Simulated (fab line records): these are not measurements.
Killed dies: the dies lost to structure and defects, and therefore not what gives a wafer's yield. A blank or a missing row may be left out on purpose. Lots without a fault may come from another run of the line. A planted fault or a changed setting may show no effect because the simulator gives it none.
Which tool did it? / flow gf180mcu / 11 lots with 33 wafers sampled at 4 steps, on a route of 602 steps

WHAT THE GAUGES SHOWED, per wafer
GF_LVPWELL_TW_MEAS_11.
lot=L561; measured=day 3 21:07; on=film metro-04; LVPWELL_TW=552 554 555
lot=L563; measured=day 4 11:40; on=film metro-02; LVPWELL_TW=560 558 554
lot=L565; measured=day 5 03:19; on=film metro-01; LVPWELL_TW=560 561 562
lot=L568; measured=day 5 16:14; on=film metro-04; LVPWELL_TW=554 557 555
lot=L569; measured=day 5 22:22; on=film metro-02; LVPWELL_TW=562 559 561
lot=L571; measured=day 6 07:55; on=film metro-02; LVPWELL_TW=30 30 30 30 30 30
lot=L580; measured=day 8 10:07; on=film metro-04; LVPWELL_TW=558 560 558
lot=L581; measured=day 8 14:41; on=film metro-02; LVPWELL_TW=562 559 557
lot=L582; measured=day 8 21:20; on=film metro-02; LVPWELL_TW=559 559 558
lot=L583; measured=day 9 04:37; on=film metro-04; LVPWELL_TW=557 559 560
lot=L584; measured=day 9 07:40; on=film metro-01; LVPWELL_TW=559 559 561

WHAT TOOL EACH LOT RAN ON (gives the tool, then ch and the chambers of the sampled wafers, and finally the start)
lot=L561; GF_STI_ETCH_14=rie si-01 ch 0,1,3, day 2 01:38; GF_NWELL_STRIP_10=plasma asher-01 ch 0,1, day 3 07:51; GF_LVPWELL_STRIP_10=plasma asher-01 ch 0,1, day 3 21:01
lot=L563; GF_STI_ETCH_14=rie si-02 ch 1,2,3, day 2 13:44; GF_NWELL_STRIP_10=plasma asher-04 ch 0,1, day 3 21:12; GF_LVPWELL_STRIP_10=plasma asher-04 ch 0,1, day 4 11:33
lot=L565; GF_STI_ETCH_14=rie si-01 ch 0,2,3, day 2 21:18; GF_NWELL_STRIP_10=plasma asher-01 ch 0,1, day 4 12:40; GF_LVPWELL_STRIP_10=plasma asher-04 ch 0,1, day 5 03:13
lot=L568; GF_STI_ETCH_14=rie si-01 ch 0,1,2, day 3 15:18; GF_NWELL_STRIP_10=plasma asher-04 ch 0,1, day 5 01:08; GF_LVPWELL_STRIP_10=plasma asher-01 ch 0,1, day 5 16:09
lot=L569; GF_STI_ETCH_14=rie si-01 ch 0,1,3, day 3 21:38; GF_NWELL_STRIP_10=plasma asher-04 ch 0,1, day 5 06:48; GF_LVPWELL_STRIP_10=plasma asher-01 ch 1, day 5 22:16
lot=L571; GF_STI_ETCH_14=rie si-02 ch 0,2,3, day 4 07:02; GF_NWELL_STRIP_10=plasma asher-04 ch 0,1, day 5 16:51; GF_LVPWELL_STRIP_10=plasma asher-04 ch 0,1, day 6 07:50
lot=L580; GF_STI_ETCH_14=rie si-01 ch 1,2, day 6 04:08; GF_NWELL_STRIP_10=plasma asher-01 ch 0,1, day 7 17:14; GF_LVPWELL_STRIP_10=plasma asher-01 ch 0,1, day 8 10:02
lot=L581; GF_STI_ETCH_14=rie si-02 ch 0,2,3, day 6 08:08; GF_NWELL_STRIP_10=plasma asher-01 ch 0,1, day 7 21:55; GF_LVPWELL_STRIP_10=plasma asher-01 ch 0,1, day 8 14:34
lot=L582; GF_STI_ETCH_14=rie si-02 ch 2,3, day 6 14:09; GF_NWELL_STRIP_10=plasma asher-01 ch 0,1, day 8 04:15; GF_LVPWELL_STRIP_10=plasma asher-04 ch 0,1, day 8 21:15
lot=L583; GF_STI_ETCH_14=rie si-02 ch 1,2,3, day 6 20:48; GF_NWELL_STRIP_10=plasma asher-04 ch 0,1, day 8 11:16; GF_LVPWELL_STRIP_10=plasma asher-02 ch 0,1, day 9 04:31
lot=L584; GF_STI_ETCH_14=rie si-01 ch 2,3, day 7 00:41; GF_NWELL_STRIP_10=plasma asher-04 ch 0,1, day 8 14:15; GF_LVPWELL_STRIP_10=plasma asher-01 ch 0,1, day 9 07:35
- GF_STI_ETCH_14: etches Si in HBr/Cl2/O2, target depth 360 nm, time 102.9 s.
- GF_NWELL_STRIP_10: strips in O2/N2.
- GF_LVPWELL_STRIP_10: strips in O2/N2.

THE ANSWER, worked out from the rows above alone
Rule: the usual values come from the lots themselves. The widest of any qualifying gaps counts: lots, ordered by their means at a reading, are off when they make up no more than a third of the lots, leave a main group of 4 or more, and stand apart from it by 3 or more times the standard deviation of that group's means. A main group is skipped when, at the precision printed for the reading in the tables above, its means are all equal. Also off: a lot with no number at a reading for which 4 or more lots have one. All remaining lots with rows at the step are treated as sound.
Off: L571, at GF_LVPWELL_TW_MEAS_11 (LVPWELL_TW). The main group has a mean of 558 with a standard deviation of 2.2.
If a tool, at a process step before that reading, ran all the lots that are off and no sound lot after the first of them, it fits. Gauges at GF_LVPWELL_TW_MEAS_11: tried the same way as those tools. None of those tried fits.

WHAT THE SIMULATOR HAD INSERTED
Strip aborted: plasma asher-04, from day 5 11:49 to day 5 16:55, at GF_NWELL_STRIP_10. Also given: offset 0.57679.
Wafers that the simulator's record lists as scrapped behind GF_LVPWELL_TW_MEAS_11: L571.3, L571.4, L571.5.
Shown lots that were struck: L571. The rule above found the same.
